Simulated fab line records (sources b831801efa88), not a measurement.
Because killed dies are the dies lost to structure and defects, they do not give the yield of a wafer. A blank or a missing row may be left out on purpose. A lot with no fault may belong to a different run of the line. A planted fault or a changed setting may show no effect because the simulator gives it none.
Struck lot and sound lot, side by side + flow sky130 + 20 out of 708 route steps
Sound: the wafers L841.2, L841.3, L841.4. Wafers struck: L851.4, L851.5, L851.6. The cause comes at the end.
For every step that has rows: the tool of each side, followed by ch and its chambers, followed by its first start. Under that, the readings that differ: sound wafers + struck wafers + difference of the means + sigmas: that difference in standard deviations of wafers without a fault.
alike: same words and numbers on both sides, and readings whose means sit less than 2 such deviations apart. not compared: any withheld reading, any reading some wafer has no value for, any bound like >300 that may hide the same value, and any number with overlapping values for which the record gives no deviation.
The two part at a step that has a row with sigmas, a row that says differs or no value, or rows on one side only. Numbers that have no deviation but don't overlap get no sigmas and don't part them. A reading that every wafer of one side lacks parts them only if that side has two wafers or more.

SKY_CONTACT_THK_MEAS_01:
  sound on film-metro-04, day 31 04:09; struck on film-metro-03, day 35 04:53
| reading                 | sound          | struck         | difference | sigmas |
|-------------------------|----------------|----------------|------------|--------|
| CONTACT_CVD_00_THK (nm) | 73.5 72.8 74.4 | 76.4 76.1 76.2 | +2.7       | +2     |
then, 1 step without rows for these wafers: SKY_CONTACT_HDPCVD_02 (deposits SiO2, target thk 565 nm, time 94.2 s).
SKY_CONTACT_THK_MEAS_03:
  sound on film-metro-03, day 31 04:17; struck on film-metro-02, day 35 05:01
  alike: CONTACT_HDPCVD_THK
SKY_CONTACT_CMP_04: polishes SiO2.
  sound on cmp-01 ch 1,2,3, day 31 04:26; struck on cmp-01 ch 0,1,3, day 35 05:11
  alike: motor-current-A, time-to-endpoint-s
SKY_CONTACT_BOW_MEAS_05:
  sound on film-metro-03, day 31 04:42; struck on film-metro-04, day 35 05:24
  alike: CONTACT_BOW
then, 7 steps without rows for these wafers: SKY_CONTACT_DEHYDRATE_06 (time 60 s); SKY_CONTACT_HMDS_07 (prime time 60 s); SKY_CONTACT_COAT_08 (resist thk 60 nm); SKY_CONTACT_COAT_09 (resist thk 450 nm); SKY_CONTACT_SOFTBAKE_10 (time 90 s); SKY_CONTACT_EXPOSE_11 (exposes mask CTM1, target cd 170 nm); SKY_CONTACT_PEB_12.
SKY_CONTACT_DEVELOP_13: develop time 60 s.
  sound on litho-track-04 ch 0, day 32 07:00; struck on litho-track-04 ch 0, day 36 07:00
SKY_CONTACT_CD_MEAS_14: the cd target is 170 nm.
  sound on cd-sem-02, day 32 07:16; struck on cd-sem-01, day 36 08:00
| reading    | sound             | struck            | difference | sigmas |
|------------|-------------------|-------------------|------------|--------|
| cd-nm (nm) | 170.8 168.7 169.8 | 173.4 173.8 174.5 | +4.1       | +3     |
SKY_CONTACT_OVL_MEAS_15:
  sound on overlay-01, day 32 07:22; struck on overlay-01, day 36 08:05
  alike: CONTACT_OVL
SKY_CONTACT_ETCH_16: etches BARC in N2/H2, stops on SiO2, time 45.9 s, target depth 60 nm.
  sound on rie-diel-03 ch 1,2,3, day 32 07:24; struck on rie-diel-03 ch 0,1,2, day 36 08:07
| reading                  | sound             | struck          | difference                    | sigmas |
|--------------------------|-------------------|-----------------|-------------------------------|--------|
| rf-hours-counter-h (h)   | 14 24 14          | - - -           | no value on the struck wafers |        |
| model.CONTACT.cd-nm (nm) | 169.9 167.3 170.3 | 173.1 174 175.3 | +5.0                          |        |
  alike: drypump-motor-current-A, n2-flow-sccm, oes-product-au, throttle-valve-pct
SKY_CONTACT_ETCH_17: etches SiO2 in C4F8/O2/Ar, stops on Si3N4, target depth 340 nm.
  sound on rie-diel-03 ch 1,2,3, day 32 07:26; struck on rie-diel-03 ch 0,1,2, day 36 08:10
  alike: oes-product-au
SKY_CONTACT_ETCH_18: etches Si3N4 in CHF3/O2, stops on TiN, time 39 s, target depth 75 nm.
  sound: rie-diel-03 ch 1,2,3; struck: rie-diel-03 ch 0,1,2
| reading                  | sound             | struck            | difference                    | sigmas |
|--------------------------|-------------------|-------------------|-------------------------------|--------|
| oes-product-au (a.u.)    | 0.833 0.832 0.844 | 0.863 0.855 0.868 | +0.026                        | +3     |
| rf-hours-counter-h (h)   | 14 24 14          | - - -             | no value on the struck wafers |        |
| model.CONTACT.cd-nm (nm) | 169.9 167 170.1   | 172.8 174.2 175.4 | +5.1                          |        |
  alike: drypump-motor-current-A, throttle-valve-pct
SKY_CONTACT_STRIP_19: strips in O2/N2.
  sound on plasma-asher-04 ch 0,1, day 32 07:32; struck on plasma-asher-03 ch 0,1, day 36 08:16
  alike: drypump-motor-current-A, n2-flow-sccm, oes-product-au, strip-time-to-endpoint-s
  not compared: rf-hours-counter-h
-- the record jumps here: 13 days lie between the struck wafers' starts before and after (it left off in module CONTACT and takes up again in module PAD_OPEN, whose first step shown is number 708 of the route) --
SKY_PAD_OPEN_PROBE_99:
  the record has rows for the struck wafers here (prober-01, day 49 07:07) and none for the sound ones

== WHERE THEY PART ==
Earliest at SKY_CONTACT_THK_MEAS_01; latest, in this record, at SKY_PAD_OPEN_PROBE_99.

WHY: the cause the simulator had injected
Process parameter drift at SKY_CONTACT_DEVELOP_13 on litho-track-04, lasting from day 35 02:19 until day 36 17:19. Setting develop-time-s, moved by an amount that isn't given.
